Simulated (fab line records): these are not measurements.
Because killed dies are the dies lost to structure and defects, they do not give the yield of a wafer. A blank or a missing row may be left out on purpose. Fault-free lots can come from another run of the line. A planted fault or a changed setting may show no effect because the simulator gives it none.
Tool commonality check	flow gf180mcu	Sampled: 12 lots, 36 wafers

== THE REASON FOR OPENING IT ==
GF_HV_LDD_RS_MEAS_53, reading HV_LDD_RS: flagged on 2 of 12 lots. No-fault wafers: 418.3 ohm/sq, standard deviation 0.92.
Rule: flag the lot when none of its wafers has a number, or when each of its wafers that has one lies beyond 4 standard deviations from that mean. As for the other lots, they are considered sound.

lot	measured	on	HV_LDD_RS (ohm/sq), wafer by wafer	flag
L203	day 12 22:12	filmMetro-01	417.2 417.3 418.1	
L204	day 13 04:10	filmMetro-01	417.9 417.0 417.9	
L205	day 13 14:12	filmMetro-01	417.5 417.7 417.8	
L206	day 14 03:46	filmMetro-03	419.0 418.1 417.5	
L208	day 14 22:02	filmMetro-04	419.7 420.8 419.8	
L211	day 15 14:28	filmMetro-01	399.7 400.0 399.8	FLAGGED
L212	day 16 04:34	filmMetro-01	399.6 401.0 399.8	FLAGGED
L219	day 18 16:23	filmMetro-03	418.6 419.6 418.7	
L220	day 18 21:58	filmMetro-01	419.4 419.0 418.2	
L221	day 19 00:05	filmMetro-04	418.3 417.7 418.1	
L222	day 19 11:52	filmMetro-03	418.7 418.8 417.8	
L224	day 20 05:40	filmMetro-01	416.9 417.2 418.0	
On average the flagged lots' numbers are 400.0 ohm/sq, which is -18.3 ohm/sq against the usual, or -20 standard deviations.

== TOOL THAT RAN EACH LOT ==
2 process steps preceding the reading are held in the record, out of 602 steps in the route. In each cell: the tool, then ch and the chambers that the sampled wafers went through, then the start.
lot	flag	GF_VT_IMPLANT_STRIP_09	GF_HV_LDD_IMPLANT_34
L203		plasmaAsher-01 ch 0,1, day 6 03:41	implanter-04 ch 0, day 12 01:44
L204		plasmaAsher-01 ch 0,1, day 6 06:24	implanter-04 ch 0, day 12 06:33
L205		plasmaAsher-03 ch 0,1, day 6 14:57	implanter-03 ch 0, day 12 16:33
L206		plasmaAsher-04 ch 0,1, day 6 23:15	implanter-01 ch 0, day 13 06:45
L208		plasmaAsher-03 ch 0,1, day 7 12:33	implanter-04 ch 0, day 14 00:00
L211	FLAGGED	plasmaAsher-03 ch 0,1, day 8 03:11	implanter-04 ch 0, day 14 15:48
L212	FLAGGED	plasmaAsher-03 ch 1, day 8 13:36	implanter-04 ch 0, day 15 05:58
L219		plasmaAsher-03 ch 0, day 10 09:39	implanter-04 ch 0, day 17 15:47
L220		plasmaAsher-01 ch 0,1, day 10 13:45	implanter-04 ch 0, day 17 21:16
L221		plasmaAsher-04 ch 0,1, day 10 15:36	implanter-04 ch 0, day 17 23:25
L222		plasmaAsher-04 ch 0,1, day 10 22:27	implanter-03 ch 0, day 18 10:24
L224		plasmaAsher-01 ch 0,1, day 11 15:00	implanter-01 ch 0, day 19 04:34
What the steps here do:
- GF_VT_IMPLANT_STRIP_09: strips in O2/N2.
- GF_HV_LDD_IMPLANT_34
- GF_HV_LDD_RS_MEAS_53: measures by four-point-probe.

== FLAGGED OVER TOTAL, TOOL BY TOOL (the gauges that took the reading come last) ==
step	tool	lots run	flagged	share of the flagged lots	sound lots run after its first flagged lot
GF_VT_IMPLANT_STRIP_09	plasmaAsher-01	4	0	none	-
GF_VT_IMPLANT_STRIP_09	plasmaAsher-03	5	2	all	1 (L219)
GF_VT_IMPLANT_STRIP_09	plasmaAsher-04	3	0	none	-
GF_HV_LDD_IMPLANT_34	implanter-01	2	0	none	-
GF_HV_LDD_IMPLANT_34	implanter-03	2	0	none	-
GF_HV_LDD_IMPLANT_34	implanter-04	8	2	all	3 (L219,L220,L221)
GF_HV_LDD_RS_MEAS_53	filmMetro-01	7	2	all	2 (L220,L224)
GF_HV_LDD_RS_MEAS_53	filmMetro-03	3	0	none	-
GF_HV_LDD_RS_MEAS_53	filmMetro-04	2	0	none	-

== THE TABLE: WHAT IT ALLOWS ==
3 rows of the table ran every flagged lot: plasmaAsher-03 at GF_VT_IMPLANT_STRIP_09, implanter-04 at GF_HV_LDD_IMPLANT_34, filmMetro-01 at GF_HV_LDD_RS_MEAS_53.
- plasmaAsher-03 at GF_VT_IMPLANT_STRIP_09: 2 of its 5 lots flagged. Lots that were sound ran on it after the first flagged one (L219); a persistent fault on the entire tool would not allow that.
- implanter-04 at GF_HV_LDD_IMPLANT_34: 2 of its 8 lots flagged. Lots that were sound ran on it after the first flagged one (L219, L220, L221); a persistent fault on the entire tool would not allow that. Its own readings lie more than 4 standard deviations out on every wafer of the flagged lots: beamEnergyKeV.
- filmMetro-01 at GF_HV_LDD_RS_MEAS_53: 2 of its 7 lots flagged. Lots that were sound ran on it after the first flagged one (L220, L224); a persistent fault on the entire tool would not allow that.
Not one row of the table ran every flagged lot while running no sound lot after the first.

== WHAT THE SIMULATOR HAD INSERTED ==
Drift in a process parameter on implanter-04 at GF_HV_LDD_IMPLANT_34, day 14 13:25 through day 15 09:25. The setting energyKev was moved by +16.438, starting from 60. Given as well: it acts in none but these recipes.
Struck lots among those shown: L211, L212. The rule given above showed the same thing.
